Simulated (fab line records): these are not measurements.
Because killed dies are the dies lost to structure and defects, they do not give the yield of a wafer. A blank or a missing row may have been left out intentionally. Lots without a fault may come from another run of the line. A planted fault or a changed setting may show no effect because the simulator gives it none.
Which tool was responsible?	flow gf180mcu	Sampling: 12 lots, 36 wafers, 3 of 602 route steps

WHAT EACH GAUGE READ, for each wafer
GF_PSD_RS_MEAS_14: measures by four-point-probe.
lot	measured	on	NSD_RS (ohm/sq)
L310	day 14 01:01	filmMetro-03	46.09 46.20 46.03
L311	day 14 07:14	filmMetro-01	46.17 46.09 46.14
L312	day 14 19:05	filmMetro-03	46.04 46.09 46.02
L313	day 14 23:32	filmMetro-03	46.14 46.11 46.07
L314	day 15 09:01	filmMetro-03	46.19 45.90 46.17
L315	day 15 17:41	filmMetro-01	46.03 46.12 46.17
L316	day 16 10:02	filmMetro-03	46.21 46.21 46.14
L322	day 18 15:20	filmMetro-03	42.61 42.60 42.68
L324	day 19 15:52	filmMetro-01	42.57 42.66 42.69
L328	day 20 21:10	filmMetro-02	46.08 45.91 46.06
L329	day 21 05:18	filmMetro-02	46.14 46.06 46.19
L333	day 22 03:20	filmMetro-01	46.10 46.03 46.10

GF_PSD_RS_MEAS_15: measures by four-point-probe.
lot	measured	on	PSD_RS (ohm/sq)
L310	day 14 01:08	filmMetro-03	108.66 108.05 108.44
L311	day 14 07:21	filmMetro-01	108.55 108.54 108.66
L312	day 14 19:13	filmMetro-03	108.20 108.49 108.70
L313	day 14 23:40	filmMetro-03	108.44 108.63 108.64
L314	day 15 09:08	filmMetro-03	108.48 108.52 108.40
L315	day 15 17:49	filmMetro-01	108.71 108.38 108.79
L316	day 16 10:09	filmMetro-03	108.94 108.29 108.80
L322	day 18 15:28	filmMetro-03	98.30 98.98 98.48
L324	day 19 15:59	filmMetro-01	98.90 98.73 98.89
L328	day 20 21:17	filmMetro-02	108.70 108.49 108.34
L329	day 21 05:25	filmMetro-02	108.82 108.80 108.82
L333	day 22 03:27	filmMetro-01	108.45 108.19 108.61

EACH LOT AND THE TOOL THAT RAN IT (in order: tool; ch and the chambers of the sampled wafers; start)
lot	GF_PSD_RTA_13
L310	rtpAnneal-02 ch 0, day 14 00:56
L311	rtpAnneal-02 ch 0, day 14 07:08
L312	rtpAnneal-02 ch 0, day 14 19:00
L313	rtpAnneal-01 ch 0, day 14 23:28
L314	rtpAnneal-02 ch 0, day 15 08:55
L315	rtpAnneal-02 ch 0, day 15 17:36
L316	rtpAnneal-01 ch 0, day 16 09:56
L322	rtpAnneal-01 ch 0, day 18 15:15
L324	rtpAnneal-01 ch 0, day 19 15:46
L328	rtpAnneal-02 ch 0, day 20 21:05
L329	rtpAnneal-02 ch 0, day 21 05:12
L333	rtpAnneal-02 ch 0, day 22 03:14
- GF_PSD_RTA_13: time 20 s.

WHAT THE TOOLS THEMSELVES READ (means of the sampled wafers that have a number; where no wafer has one, the mark that the record gives instead)
GF_PSD_RTA_13.
lot	tool	lampPowerPct (%)	wafer_temp_C_max
L310	rtpAnneal-02	36.5	1028.3
L311	rtpAnneal-02	36.5	1028.7
L312	rtpAnneal-02	36.5	1028.1
L313	rtpAnneal-01	34.2	1030.0
L314	rtpAnneal-02	36.5	1028.5
L315	rtpAnneal-02	36.5	1028.7
L316	rtpAnneal-01	34.2	1029.3
L322	rtpAnneal-01	34.2	1029.1
L324	rtpAnneal-01	34.2	1029.5
L328	rtpAnneal-02	36.5	1027.7
L329	rtpAnneal-02	36.5	1028.0
L333	rtpAnneal-02	36.5	1027.8

THE ANSWER, worked out from the rows above alone
Rule: the lots themselves supply what counts as usual. The widest of any qualifying gaps counts: lots, ordered by their means at a reading, are off when they make up no more than a third of the lots, leave a main group of 4 or more, and stand apart from it by 3 or more times the standard deviation of that group's means. The tables above print the reading to a certain number of digits; a main group whose means all agree to those digits is not used. Also off: a lot with no number at a reading for which 4 or more lots have one. Any other lot the step has rows for is counted as sound. After the gauges, taken in route order, come the tools' own readings; for these a lot's mean is taken, as printed above. At the first step where some lot is off, the reading lying furthest off is the one used; lots without a number count as furthest.
Off: L322, L324, seen at GF_PSD_RS_MEAS_14 (NSD_RS). The main group has a mean of 46.10 ohm/sq with a standard deviation of 0.045.
If a tool, at a process step before that reading, ran all the lots that are off and no sound lot after the first of them, it fits. Gauges at GF_PSD_RS_MEAS_14: tried the same way as those tools. One fits: GF_PSD_RTA_13 on rtpAnneal-01. A fault onset in the window from L316 (day 16 09:56, its last sound lot) to L322 (day 18 15:15, its first lot off) fits.

WHAT THE SIMULATOR HAD INSERTED
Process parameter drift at GF_PSD_RTA_13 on rtpAnneal-01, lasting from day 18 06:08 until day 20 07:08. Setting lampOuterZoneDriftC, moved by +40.
Lots struck among those shown: L322, L324. This agrees with what the rule above found.
